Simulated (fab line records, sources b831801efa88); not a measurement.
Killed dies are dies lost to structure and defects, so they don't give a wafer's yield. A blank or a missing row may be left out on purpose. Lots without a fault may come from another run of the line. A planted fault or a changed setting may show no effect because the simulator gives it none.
Which tool did it? | flow gf180mcu | 7 lots, 21 wafers sampled, at 3 steps of a route of 602

WHAT THE GAUGES READ, wafer by wafer
GF_V2_THK_MEAS_01.
lot  | measured     | on            | V2_CVD_00_THK (nm)
L938 | day 19 11:41 | film_metro-01 | 603 602 604
L941 | day 20 18:22 | film_metro-01 | 600 596 597
L943 | day 21 13:30 | film_metro-03 | 607 617 605
L951 | day 24 12:23 | film_metro-01 | 600 593 598
L953 | day 24 23:37 | film_metro-01 | 610 617 608
L955 | day 25 18:49 | film_metro-04 | 604 606 605
L958 | day 26 09:36 | film_metro-01 | 599 605 603

WHICH TOOL RAN EACH LOT (tool, then ch and the chambers of the sampled wafers, then the start)
lot  | GF_V1_CMP_26                  | GF_M2_SPUTTER_01
L938 | cmp-01 ch 1,2,3, day 18 09:26 | pvd_sputter-01, day 18 09:47
L941 | cmp-02 ch 2,3, day 19 17:49   | pvd_sputter-03, day 19 18:10
L943 | cmp-02 ch 0,1,3, day 20 12:38 | pvd_sputter-01, day 20 12:59
L951 | cmp-02 ch 0,1,3, day 23 13:04 | pvd_sputter-03, day 23 13:19
L953 | cmp-02 ch 1,2,3, day 24 00:36 | pvd_sputter-02, day 24 01:00
L955 | cmp-02 ch 1,2,3, day 24 20:14 | pvd_sputter-02, day 24 20:32
L958 | cmp-02 ch 0,1,2, day 25 11:26 | pvd_sputter-03, day 25 11:50
- GF_V1_CMP_26: polishes, stops on SiO2, t overpolish 15 s, target thk 0 nm.
- GF_M2_SPUTTER_01: material TiN, target thk 30 nm, time 25 s.

THE ANSWER, worked out from the rows above alone
Rule: what is usual is taken from the lots themselves. Put in order of their means at a reading, lots are off if they are a third of the lots or fewer, leave a main group of 4 or more, and stand apart from it by a gap of 3 or more times the standard deviation of the main group's means; of several such gaps the widest counts. A main group whose means are all the same, to the digits that the tables above print for the reading, isn't used. A lot without any number at a reading at which 4 lots or more have one is off too. The other lots that the step has rows for count as sound.
No lot is off at any reading shown: from this, nothing can be told.

WHAT THE SIMULATOR HAD PUT IN
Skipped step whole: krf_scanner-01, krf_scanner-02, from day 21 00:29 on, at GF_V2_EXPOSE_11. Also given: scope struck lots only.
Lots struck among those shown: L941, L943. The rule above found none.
